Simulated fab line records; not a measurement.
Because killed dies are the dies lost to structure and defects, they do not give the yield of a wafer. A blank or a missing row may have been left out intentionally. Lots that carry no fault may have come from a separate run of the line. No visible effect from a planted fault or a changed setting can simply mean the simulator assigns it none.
2 desks, one fault -- flow sky130 -- what lay behind the numbers comes last; until then each desk has only its own

## THE METROLOGY DESK
What the gauges read for every lot (on any tool): the sampled wafers with a number, averaged. A lot is out of limits, marked OUT, if its mean lies more than 4 standard deviations from the usual mean; the brackets give that distance.
Columns: A = POLY_GATE_OXIDATION_THK at SKY_POLY_GATE_THK_MEAS_21, usual 3.98 nm; B = LDD_N_OVL at SKY_LDD_N_OVL_MEAS_07, usual 1.1 nm
lot,first seen here,A,B
L460,day 16 18:26,4.03,1.5
L461,day 17 00:17,4.05,-0.5
L462,day 17 00:21,3.96,-0.2
L463,day 17 20:17,4.05,2.8
L465,day 18 17:08,4.06,1.0
L466,day 18 20:59,4.09,1.2
L467,day 18 22:13,4.03,1.8
L469,day 19 21:04,3.89,2.4
L472,day 20 16:30,3.84,1.9
L473,day 21 02:23,3.84,1.0
L477,day 23 06:50,3.95,1.6
L478,day 23 07:48,4.08,0.5
L480,day 23 15:14,4.11,2.2
L483,day 24 17:54,3.95,1.5
This desk's finding: nothing out of limits on any of the 14 lots.

## FOR THE TOOL OWNER'S DESK: rie_diel-04
The tool's own readings at SKY_SPACER_ETCHBACK_02 (etches Si3N4 in CH3F/O2, stops on SiO2, time 46.7 s, target depth 45 nm): means of the sampled wafers that have a number, for each lot that ran on this tool. A lot is out of limits, marked OUT, if its mean lies more than 4 standard deviations from the usual mean; the brackets give that distance.
Columns: A = drypump_motor_current_A at SKY_SPACER_ETCHBACK_02, usual 5.6 A; B = oes_product_au at SKY_SPACER_ETCHBACK_02, usual 0.855 a.u.; C = throttle_valve_pct at SKY_SPACER_ETCHBACK_02, usual 10.563 %
lot,first seen here,A,B,C
L461,day 23 10:34,5.3,0.857,10.570
L463,day 24 08:22,5.2,0.852,10.559
L467,day 25 08:13,5.2,0.856,10.555
L477,day 29 12:28,5.3,0.848,10.563
L478,day 29 13:40,5.3,0.852,10.559
L480,day 29 19:02,5.2,0.853,10.573
This desk's finding: nothing out of limits on any of the 6 lots.

## ALL TOGETHER
Metrology desk: nothing out of limits seen.
The tool owner's desk saw nothing out of limits.

## WHAT THE SIMULATOR PUT IN
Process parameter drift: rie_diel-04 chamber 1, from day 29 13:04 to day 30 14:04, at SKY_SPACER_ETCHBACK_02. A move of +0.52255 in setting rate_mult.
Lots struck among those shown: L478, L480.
